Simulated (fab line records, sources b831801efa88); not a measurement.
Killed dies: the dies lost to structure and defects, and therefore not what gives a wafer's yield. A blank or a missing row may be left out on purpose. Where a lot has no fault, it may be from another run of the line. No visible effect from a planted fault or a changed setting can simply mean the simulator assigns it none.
Which tool is to blame? / flow sky130 / Sampling: 6 lots, 18 wafers, 3 of 708 route steps

== WHAT THE GAUGES SHOWED, per wafer ==
SKY_NWELL_OVL_MEAS_23.
lot=L987; measured=day 6 04:09; on=overlay-02; NWELL_01_OVL (nm)=-0.2 0.8 1.3
lot=L990; measured=day 7 08:41; on=overlay-01; NWELL_01_OVL (nm)=0.3 -2.0 -1.3
lot=L994; measured=day 8 02:20; on=overlay-01; NWELL_01_OVL (nm)=-0.2 -0.6 -1.6
lot=L996; measured=day 8 17:36; on=overlay-02; NWELL_01_OVL (nm)=0.0 -0.3 -0.6
lot=L100; measured=day 9 13:14; on=overlay-02; NWELL_01_OVL (nm)=1.3 1.2 1.3
lot=L108; measured=day 11 10:02; on=overlay-02; NWELL_01_OVL (nm)=-1.7 -0.8 -2.0

== WHICH TOOL RAN EACH LOT (tool, then ch and the chambers of the sampled wafers, then the start) ==
lot=L987; SKY_FIELD_ISO_ETCH_17=rie_si-02 ch 0,1,2, day 2 16:34; SKY_NWELL_EXPOSE_20=iline_stepper-02 ch 0, day 5 17:43
lot=L990; SKY_FIELD_ISO_ETCH_17=rie_si-02 ch 0,1,3, day 3 11:04; SKY_NWELL_EXPOSE_20=iline_stepper-01 ch 0, day 6 21:26
lot=L994; SKY_FIELD_ISO_ETCH_17=rie_si-02 ch 0,2,3, day 4 06:41; SKY_NWELL_EXPOSE_20=iline_stepper-01 ch 0, day 7 15:11
lot=L996; SKY_FIELD_ISO_ETCH_17=rie_si-01 ch 0,1,2, day 4 18:55; SKY_NWELL_EXPOSE_20=iline_stepper-02 ch 0, day 8 06:09
lot=L100; SKY_FIELD_ISO_ETCH_17=rie_si-01 ch 0,1,2, day 5 12:52; SKY_NWELL_EXPOSE_20=iline_stepper-02 ch 0, day 9 01:14
lot=L108; SKY_FIELD_ISO_ETCH_17=rie_si-02 ch 0,1,3, day 7 06:15; SKY_NWELL_EXPOSE_20=iline_stepper-01 ch 0, day 10 23:02
- SKY_FIELD_ISO_ETCH_17: etches Si in HBr/Cl2/O2, target depth 342 nm, time 97.7 s.
- SKY_NWELL_EXPOSE_20: exposes mask NWM COMPLEMENT, target cd 840 nm.

== THE ANSWER, worked out from the rows above alone ==
Rule: what is usual is taken from the lots themselves. The widest of any qualifying gaps counts: lots, ordered by their means at a reading, are off when they make up no more than a third of the lots, leave a main group of 4 or more, and stand apart from it by 3 or more times the standard deviation of that group's means. Not used: any main group whose means are identical at the precision the tables above print for the reading. A lot without any number at a reading at which 4 lots or more have one is off too. All remaining lots with rows at the step are treated as sound.
None of the lots is off at any reading shown; this tells nothing.

== WHAT HAD BEEN PUT IN BY THE SIMULATOR ==
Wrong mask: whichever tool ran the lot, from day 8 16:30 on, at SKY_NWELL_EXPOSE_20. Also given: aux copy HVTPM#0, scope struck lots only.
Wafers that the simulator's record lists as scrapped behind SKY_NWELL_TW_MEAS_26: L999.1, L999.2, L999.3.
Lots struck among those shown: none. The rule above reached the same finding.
